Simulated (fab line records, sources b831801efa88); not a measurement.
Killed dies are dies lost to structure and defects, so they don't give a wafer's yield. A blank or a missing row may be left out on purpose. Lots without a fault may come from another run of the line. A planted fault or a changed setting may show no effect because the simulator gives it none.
A struck lot beside a sound one | flow sky130 | 22 steps out of a route of 708
Sound: wafers L222.3, L222.4, L222.5. Struck: wafers L227.1, L227.2, L227.4. The cause comes at the end.
At each step with rows: each side's tool, then ch and its chambers, then its first start. Under that, the readings that differ: sound wafers | struck wafers | difference of the means | sigmas: that difference in standard deviations of wafers without a fault.
alike: readings whose means differ by less than 2 such deviations, and words and numbers that are the same on both sides. not compared: withheld readings, readings that some wafer has no value for, bounds like >300 that may hide the same value, and numbers for which the record gives no deviation and whose values overlap.
The two part at a step that has a row with sigmas, a row that says differs or no value, or rows on one side only. Numbers that don't overlap but have no deviation are shown without sigmas and don't part them. A reading that every wafer of one side lacks parts them only if that side has two wafers or more.

first, 1 step without rows for these wafers: SKY_LOCAL_INTERCONNECT_CLEAN_18 (cleans in O3/DIW).
SKY_CONTACT_CVD_00: deposits Si3N4, target thk 75 nm.
  sound on pecvd-02 ch 0,1,2, day 32 00:56; struck on pecvd-03 ch 0,1, day 33 06:17
  alike: heater_power_w
SKY_CONTACT_THK_MEAS_01:
  sound on film_metro-01, day 32 01:00; struck on film_metro-04, day 33 06:19
  alike: CONTACT_CVD_00_THK
then, 1 step without rows for these wafers: SKY_CONTACT_HDPCVD_02 (deposits SiO2, target thk 565 nm, time 94.2 s).
SKY_CONTACT_THK_MEAS_03:
  sound on film_metro-03, day 32 01:08; struck on film_metro-01, day 33 06:27
  alike: CONTACT_HDPCVD_THK
SKY_CONTACT_CMP_04: polishes SiO2.
  sound on cmp-01 ch 2,3, day 32 01:13; struck on cmp-01 ch 0,1,3, day 33 06:31
  alike: motor_current_A, platen_rpm, time_to_endpoint_s
SKY_CONTACT_BOW_MEAS_05:
  sound on film_metro-04, day 32 01:33; struck on film_metro-01, day 33 06:49
  alike: CONTACT_BOW
then, 5 steps without rows for these wafers: SKY_CONTACT_DEHYDRATE_06 (time 60 s); SKY_CONTACT_HMDS_07 (prime time 60 s); SKY_CONTACT_COAT_08 (resist thk 60 nm); SKY_CONTACT_COAT_09 (resist thk 450 nm); SKY_CONTACT_SOFTBAKE_10 (time 90 s).
SKY_CONTACT_EXPOSE_11: exposes mask CTM1, target cd 170 nm.
  sound on krf_scanner-01 ch 0, day 32 15:39; struck on krf_scanner-01 ch 0, day 33 20:23
  reading              | sound             | struck            | difference | sigmas
  exposure_dose_mJ_cm2 | 37.96 37.98 38.02 | 42.27 42.27 42.23 | +4.27      | +99 or more
  alike: mask
then, 2 steps without rows for these wafers: SKY_CONTACT_PEB_12; SKY_CONTACT_DEVELOP_13 (develop time 60 s).
SKY_CONTACT_CD_MEAS_14: target cd 170 nm.
  sound on cd_sem-01, day 33 05:06; struck on cd_sem-02, day 34 08:46
  reading    | sound             | struck            | difference | sigmas
  cd_nm (nm) | 170.9 171.2 169.4 | 189.4 190.8 190.7 | +19.8      | +15
SKY_CONTACT_OVL_MEAS_15:
  sound on overlay-01, day 33 05:12; struck on overlay-02, day 34 08:53
  alike: CONTACT_OVL
SKY_CONTACT_ETCH_16: etches BARC in N2/H2, stops on SiO2, time 45.9 s, target depth 60 nm.
  sound on rie_diel-01 ch 0,1,3, day 33 05:13; struck on rie_diel-01 ch 1,3, day 34 08:55
  reading                  | sound             | struck          | difference | sigmas
  model.CONTACT.cd_nm (nm) | 170.5 172.2 168.6 | 189.2 190.6 190 | +19.5      |
  alike: drypump_motor_current_A, oes_product_au, throttle_valve_pct
  not compared: rf_hours_counter_h
SKY_CONTACT_ETCH_17: etches SiO2 in C4F8/O2/Ar, stops on Si3N4, target depth 340 nm.
  sound on rie_diel-01 ch 0,1,3, day 33 05:16; struck on rie_diel-01 ch 1,3, day 34 08:58
  alike: oes_product_au
SKY_CONTACT_ETCH_18: etches Si3N4 in CHF3/O2, stops on TiN, time 39 s, target depth 75 nm.
  sound on rie_diel-01 ch 0,1,3; struck on rie_diel-01 ch 1,3
  reading                  | sound             | struck            | difference | sigmas
  model.CONTACT.cd_nm (nm) | 170.6 172.5 168.9 | 189.4 190.6 190.3 | +19.4      |
  alike: O2_flow_sccm, drypump_motor_current_A, oes_product_au, throttle_valve_pct
  not compared: rf_hours_counter_h
SKY_CONTACT_STRIP_19: strips in O2/N2.
  sound on plasma_asher-01 ch 0,1, day 33 05:23; struck on plasma_asher-04 ch 0,1, day 34 09:03
  alike: drypump_motor_current_A, oes_product_au, strip_time_to_endpoint_s
  not compared: rf_hours_counter_h
-- the record jumps here: 13 days lie between the struck wafers' starts before and after (it left off in module CONTACT and takes up again in module PAD_OPEN, whose first step shown is number 708 of the route) --
SKY_PAD_OPEN_PROBE_99:
  sound on prober-01, day 46 22:50; struck on prober-02, day 47 20:56
  reading                       | sound             | struck         | difference | sigmas
  killed_at_contacts            | 27 23 24          | 35 50 40       | +17        | +3
  killed_on_rim                 | 24 14 26          | 25 38 23       | +7         | +2
  model.etest.mcon_chain.rc_ohm | 17.48 15.95 16.55 | 15 14.88 14.39 | -2         |
  alike: killed_at_M0_to_M3, killed_at_M4_up, killed_at_front_end, killed_at_other, killed_dies, killed_open, killed_short

WHERE THEY PART
First at SKY_CONTACT_EXPOSE_11; last, within this record, at SKY_PAD_OPEN_PROBE_99.

WHY: what the simulator had put in
Process parameter drift: krf_scanner-01, from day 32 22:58 on, at SKY_CONTACT_EXPOSE_11. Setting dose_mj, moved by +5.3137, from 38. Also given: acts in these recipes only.
